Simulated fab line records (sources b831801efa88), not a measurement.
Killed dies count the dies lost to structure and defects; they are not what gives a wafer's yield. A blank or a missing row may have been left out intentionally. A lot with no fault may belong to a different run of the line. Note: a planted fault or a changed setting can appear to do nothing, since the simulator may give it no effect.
A single fault, viewed from 2 desks || flow sky130 || only its own numbers are on each desk; what lay behind them is given at the end

== METROLOGY DESK ==
What the gauges read, lot by lot, whatever tool the lot ran on: means of the sampled wafers that have a number. Any lot whose mean is over 4 standard deviations away from the usual mean is out of limits and marked OUT; that distance is given in the brackets.
Columns: A = LI_CONTACT_OVL at SKY_LI_CONTACT_OVL_MEAS_13, usual 3 nm; B = CONTACT_CVD_00_THK at SKY_CONTACT_THK_MEAS_01, usual 75.1 nm
{"lot": "L582", "first seen here": "day 29 12:07", "A": 2, "B": 75.1}
{"lot": "L583", "first seen here": "day 29 16:19", "A": -3, "B": 74.4}
{"lot": "L586", "first seen here": "day 30 12:04", "A": 5, "B": 75.5}
{"lot": "L587", "first seen here": "day 31 01:49", "A": 9, "B": 74.6}
{"lot": "L588", "first seen here": "day 31 14:43", "A": 8, "B": 75.2}
{"lot": "L589", "first seen here": "day 31 18:16", "A": 11, "B": 75.3}
{"lot": "L590", "first seen here": "day 32 11:32", "A": 10, "B": 76.1}
{"lot": "L593", "first seen here": "day 33 01:31", "A": 0, "B": 74.7}
{"lot": "L592", "first seen here": "day 33 02:34", "A": 6, "B": 75.8}
{"lot": "L599", "first seen here": "day 35 01:40", "A": -2, "B": 74.9}
{"lot": "L603", "first seen here": "day 36 04:31", "A": 5, "B": 74.7}
{"lot": "L604", "first seen here": "day 36 08:13", "A": 6, "B": 74.8}
This desk's finding: nothing out of limits on any of the 12 lots.

== TOOL OWNER'S DESK, pecvd-04 ==
The tool's own readings at SKY_CONTACT_CVD_00 (deposits Si3N4, target thk 75 nm): means of the sampled wafers that have a number, for each lot that ran on this tool. Any lot whose mean is over 4 standard deviations away from the usual mean is out of limits and marked OUT; that distance is given in the brackets.
Columns: A = heater power w at SKY_CONTACT_CVD_00, usual 698 W; B = rf fwd power W at SKY_CONTACT_CVD_00, usual 444.9 W
{"lot": "L582", "first seen here": "day 30 18:17", "A": 798, "B": 444.9}
{"lot": "L589", "first seen here": "day 32 23:32", "A": 705, "B": 444.6}
{"lot": "L593", "first seen here": "day 34 07:30", "A": 743, "B": 445.3}
{"lot": "L599", "first seen here": "day 36 05:55", "A": 754, "B": "418.8 (-17) OUT"}
This desk's finding: out of limits on L599; first on L599, day 36 05:55 (rf fwd power W at SKY_CONTACT_CVD_00). L582, L589, L593 stayed within limits.

== BROUGHT TOGETHER ==
An alarm could have come from the tool owner's desk at day 36 05:55, on L599.
The metrology desk saw nothing out of limits.
The metrology desk holds a record of L599, inside its limits.
All the named lots went through SKY_CONTACT_CVD_00 on pecvd-04.

== WHAT THE SIMULATOR HAD PUT IN ==
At SKY_CONTACT_CVD_00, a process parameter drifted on pecvd-04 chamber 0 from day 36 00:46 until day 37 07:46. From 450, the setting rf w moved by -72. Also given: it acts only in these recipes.
Struck lots among those shown: L599.
Hours from the fault's start to each desk's first reading out of limits: the tool owner's desk, 5.
